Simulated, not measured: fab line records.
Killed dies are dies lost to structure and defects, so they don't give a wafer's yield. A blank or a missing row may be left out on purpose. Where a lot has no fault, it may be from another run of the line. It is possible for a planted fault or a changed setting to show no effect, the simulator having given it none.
Comparing a struck lot with a sound one    flow gf180mcu    27 out of 602 route steps
Sound: wafers L740.1, L740.2, L740.3. Wafers struck: L735.1, L735.2, L735.4. Last of all comes the cause.
Order at every step that has rows: each side's tool, ch and its chambers, its first start. Under that, the readings that differ: sound wafers    struck wafers    difference of the means    sigmas: that difference in standard deviations of wafers without a fault.
alike: readings whose means differ by less than 2 such deviations, and words and numbers that are the same on both sides. not compared: withheld readings, readings that some wafer has no value for, bounds like >300 that may hide the same value, and numbers for which the record gives no deviation and whose values overlap.
The two part at a step that has a row with sigmas, a row that says differs or no value, or rows on one side only. Non-overlapping numbers with no deviation appear without sigmas and do not part them. A reading that every wafer of one side lacks parts them only if that side has two wafers or more.

first, 3 steps without rows for these wafers: GF_STI_WET_ETCH_27 (etches Si3N4 in H3PO4, target depth 160 nm, time 1825 s); GF_STI_WET_ETCH_28 (etches SiO2 in dHF, target depth 20 nm, time 40 s); GF_STI_OXIDATION_29 (stabilise 600 s, purge 300 s, target thk 10 nm).
GF_STI_THK_MEAS_30:
  sound on film_metro-01 at day 4 19:41; struck on film_metro-01 at day 3 13:50
reading                    sound            struck             difference  sigmas
STI_OXIDATION_02_THK (nm)  9.85 9.96 10.00  10.42 10.64 10.36  +0.54       +3
then, 8 steps without rows for these wafers: GF_DNWELL_DEHYDRATE_00 (time 60 s); GF_DNWELL_HMDS_01 (prime time 60 s); GF_DNWELL_COAT_02 (resist thk 3000 nm); GF_DNWELL_SOFTBAKE_03; GF_DNWELL_EXPOSE_04 (exposes mask DNWELL, target cd 1700 nm); GF_DNWELL_PEB_05; GF_DNWELL_DEVELOP_06 (develop time 60 s); GF_DNWELL_IMPLANT_07.
GF_DNWELL_STRIP_08: strips in O2/N2.
  sound on plasma_asher-01 ch 0,1, day 5 09:27; struck on plasma_asher-04 ch 0,1, day 4 02:21
  no value came back on the struck wafers for any of 7 readings (chamber_pressure_mTorr (mTorr), drypump_motor_current_A (A) and others); on the sound wafers chamber_pressure_mTorr (mTorr) reads 1499.6 1500.0 1497.7
reading                                   sound  struck          difference  sigmas
model.coat_of_DNWELL_COAT_02.thk_nm (nm)  0 0 0  2995 2992 2995  +2994       
  not compared: rf_hours_counter_h
GF_DNWELL_TW_MEAS_09:
  sound on film_metro-03 at day 5 09:33; struck on film_metro-04 at day 4 02:27
  alike: DNWELL_TW
then, 7 steps without rows for these wafers: GF_NWELL_DEHYDRATE_00 (time 60 s); GF_NWELL_HMDS_01 (prime time 60 s); GF_NWELL_COAT_02 (resist thk 3000 nm); GF_NWELL_SOFTBAKE_03; GF_NWELL_EXPOSE_04 (exposes mask Nwell, target cd 860 nm); GF_NWELL_PEB_05; GF_NWELL_DEVELOP_06 (develop time 60 s).
GF_NWELL_OVL_MEAS_07:
  sound on overlay-02 at day 6 00:00; struck on overlay-01 at day 4 14:59
  alike: NWELL_OVL
then, 2 steps without rows for these wafers: GF_NWELL_IMPLANT_08; GF_NWELL_IMPLANT_09.
GF_NWELL_STRIP_10: strips in O2/N2.
  sound on plasma_asher-01 ch 0,1, day 6 00:20; struck on plasma_asher-04 ch 0,1, day 4 15:19
reading                       sound              struck             difference  sigmas
oes_product_au (a.u.)         0.719 0.716 0.723  0.734 0.734 0.742  +0.017      +4
strip_time_to_endpoint_s (s)  36.91 36.96 36.76  81.19 81.15 81.29  +44.33      +99 or more
  alike: chamber_pressure_mTorr, drypump_motor_current_A, heater_power_w, n2_flow_sccm, o2_flow_sccm
  not compared: rf_hours_counter_h
GF_NWELL_TW_MEAS_11:
  sound on film_metro-03 at day 6 00:26; struck on film_metro-03 at day 4 15:25
reading   sound           struck    difference  sigmas
NWELL_TW  1595 1588 1603  30 30 30  -1565       -98
then, 1 step without rows for these wafers: GF_LVPWELL_DEHYDRATE_00 (time 60 s).

WHERE THEY PART
Earliest at GF_STI_THK_MEAS_30; latest, in this record, at GF_NWELL_TW_MEAS_11.

WHY: whatever the simulator had introduced
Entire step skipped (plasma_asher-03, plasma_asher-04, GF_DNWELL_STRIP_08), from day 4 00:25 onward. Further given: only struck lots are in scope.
